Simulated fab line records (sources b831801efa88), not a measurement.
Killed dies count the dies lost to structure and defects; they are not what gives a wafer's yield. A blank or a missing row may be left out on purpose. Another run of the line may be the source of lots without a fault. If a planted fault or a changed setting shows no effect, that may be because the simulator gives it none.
A struck lot beside a sound one | flow sky130 | 16 out of 708 route steps
Sound: the wafers L259.2, L259.3, L259.4. Wafers struck: L247.2, L247.4, L247.6. At the end, the cause is stated.
Each step with rows lists, per side, the tool, then ch with its chambers, then its first start. Under that, the readings that differ: sound wafers | struck wafers | difference of the means | sigmas: that difference in standard deviations of wafers without a fault.
alike: same words and numbers on both sides, and readings whose means sit less than 2 such deviations apart. not compared: any withheld reading, any reading some wafer has no value for, any bound like >300 that may hide the same value, and any number with overlapping values for which the record gives no deviation.
The two part at a step that has a row with sigmas, a row that says differs or no value, or rows on one side only. Numbers that don't overlap but have no deviation are shown without sigmas and don't part them. A reading missing from all wafers of one side parts the sides only when that side holds two or more wafers.

SKY_CAPM_THK_MEAS_01:
  sound on film-metro-02 at day 41 21:19; struck on film-metro-02 at day 38 13:25
  alike: CAPM_CVD_00_THK
SKY_CAPM_SPUTTER_02: material TiN, target thk 200 nm, time 166.7 s.
  sound on pvd-sputter-01 at day 41 21:22; struck on pvd-sputter-01 at day 38 13:28
  alike: susceptor-temp-C, throttle-valve-pct
SKY_CAPM_RS_MEAS_03: uses a four-point probe to measure.
  sound on film-metro-04 at day 41 21:30; struck on film-metro-04 at day 38 13:35
  alike: CAPM_TIN_RS
SKY_CAPM_THK_MEAS_04: measures by xrf.
  sound on film-metro-04 at day 41 21:37; struck on film-metro-04 at day 38 13:42
  alike: CAPM_TIN_THK
then, 7 steps without rows for these wafers: SKY_CAPM_DEHYDRATE_05 (time 60 s); SKY_CAPM_HMDS_06 (prime time 60 s); SKY_CAPM_COAT_07 (resist thk 1140 nm); SKY_CAPM_SOFTBAKE_08 (time 60 s); SKY_CAPM_EXPOSE_09 (exposes mask CAPM, target cd 1000 nm); SKY_CAPM_PEB_10; SKY_CAPM_DEVELOP_11 (develop time 60 s).
SKY_CAPM_OVL_MEAS_12:
  sound on overlay-02 at day 42 21:14; struck on overlay-02 at day 39 14:02
  alike: CAPM_OVL
SKY_CAPM_METAL_ETCH_13: etches TiN in Cl2/BCl3, stops on SiO2, target depth 220 nm, time 62.9 s.
  sound on rie-metal-01 ch 0,1, day 42 21:16; struck on rie-metal-04 ch 1, day 39 14:05
  reading                                   | sound                | struck               | difference | sigmas
  oes-product-au (a.u.)                     | 0.938 0.928 0.944    | 0.918 0.910 0.912    | -0.023     | -3
  rf-fwd-power-W (W)                        | 891 885 890          | 743 747 742          | -145       | -45
  throttle-valve-pct (%)                    | 21.896 21.907 21.895 | 21.924 21.923 21.929 | +0.026     | +3
  model.NOVOLAK_of_CAPM_COAT_07.thk-nm (nm) | 985.6 994.5 987.4    | 1017 1019 1017       | +28        |
  model.CAPM.feature-depth-nm (nm)          | 198.5 195.1 199.5    | 189.7 189.3 188.8    | -8.4       |
  model.etch.depth-nm (nm)                  | 198.5 195.1 199.5    | 189.7 189.3 188.8    | -8.4       |
  alike: drypump-motor-current-A
  not compared: rf-hours-counter-h
SKY_CAPM_STRIP_14: strips in O2/N2.
  sound on plasma-asher-02 ch 0,1, day 42 21:20; struck on plasma-asher-01 ch 0, day 39 14:13
  reading                      | sound             | struck            | difference | sigmas
  strip-time-to-endpoint-s (s) | 12.56 12.69 12.58 | 12.87 12.90 12.86 | +0.27      | +6
  alike: drypump-motor-current-A, oes-product-au
  not compared: rf-hours-counter-h
then, 1 step without rows for these wafers: SKY_CAPM_STRIP_15 (strips in post etch residue remover, time 1200 s).
-- the record jumps here: 8 days lie between the struck wafers' starts before and after (it left off in module CAPM and takes up again in module PAD_OPEN, whose first step shown is number 708 of the route) --
SKY_PAD_OPEN_PROBE_99:
  sound on prober-01 at day 50 01:34; struck on prober-01 at day 47 15:26
  reading                  | sound          | struck         | difference | sigmas
  defect-limited-yield (%) | 81.5 78.7 85.8 | 12.6 22.2 41.9 | -56.4      | -26
  killed-at-other          | 0 1 0          | 346 291 202    | +279       | +99 or more
  killed-dies              | 91 105 70      | 430 383 286    | +278       | +25
  killed-on-rim            | 21 23 11       | 96 96 95       | +77        | +18
  alike: killed_at_M0_to_M3, killed_at_M4_up, killed-at-contacts, killed-at-front-end, killed-open, killed-short

== WHERE THEY PART ==
First at SKY_CAPM_METAL_ETCH_13; last, within this record, at SKY_PAD_OPEN_PROBE_99.

WHY: what the simulator had put in
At SKY_CAPM_METAL_ETCH_13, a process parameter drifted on rie-metal-04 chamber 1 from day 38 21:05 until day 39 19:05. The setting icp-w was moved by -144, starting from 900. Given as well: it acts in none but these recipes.
